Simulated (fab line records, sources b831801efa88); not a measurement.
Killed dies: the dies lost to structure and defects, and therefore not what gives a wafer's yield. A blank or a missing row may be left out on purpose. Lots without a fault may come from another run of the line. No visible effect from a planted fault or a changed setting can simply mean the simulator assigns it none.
Chamber matching :: flow gf180mcu :: GF_V2_STRIP_19 on wet_bench-02 has 3 sister chambers
The step strips in post etch residue remover, time 1200 s. 3 wafers are shown with their chamber, then 7 later ones without.

WAFERS PAIRED WITH THEIR CHAMBERS
wafer: L951.6
chamber: 3
bath_guard_temp_C (C): 73.3

wafer: L955.6
chamber: 1
bath_guard_temp_C (C): 73.9

wafer: L970.5
chamber: 0
bath_guard_temp_C (C): 72.7

WAFERS WHOSE CHAMBER IS MISSING
wafer: L970.6
bath_guard_temp_C (C): 72.9

wafer: L971.2
bath_guard_temp_C (C): 73.0

wafer: L971.3
bath_guard_temp_C (C): 72.6

wafer: L971.4
bath_guard_temp_C (C): 72.7

wafer: L972.1
bath_guard_temp_C (C): 73.7

wafer: L972.4
bath_guard_temp_C (C): 73.7

wafer: L972.5
bath_guard_temp_C (C): 73.7

WHICH CHAMBER EACH WENT THROUGH
wafer: L970.6
from the rows above: can't be placed: 0 or 3
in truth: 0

wafer: L971.2
from the rows above: can't be placed: 0 or 3
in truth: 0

wafer: L971.3
from the rows above: 0
in truth: 0

wafer: L971.4
from the rows above: 0
in truth: 0

wafer: L972.1
from the rows above: can't be placed: 1 or 3
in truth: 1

wafer: L972.4
from the rows above: can't be placed: 1 or 3
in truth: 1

wafer: L972.5
from the rows above: can't be placed: 1 or 3
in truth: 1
Correctly placed: 2 of 7. These rows do not allow placing 5 (true chamber among the candidates in 5). Placed wrongly: 0.
How it was worked out, from the rows above alone: a wafer's distance from a chamber is the root of the sum, over the readings, of the square of ((its reading less the chamber's mean) divided by the reading's scatter). The wafer belongs to the nearest chamber; if the next one is less than 2 further off, it can't be placed. The mean given for a chamber averages the wafers shown for that chamber. The scatter (one wafer shown for each chamber): square how far every hidden wafer sits from the nearest shown wafer, average those squares and take the square root.
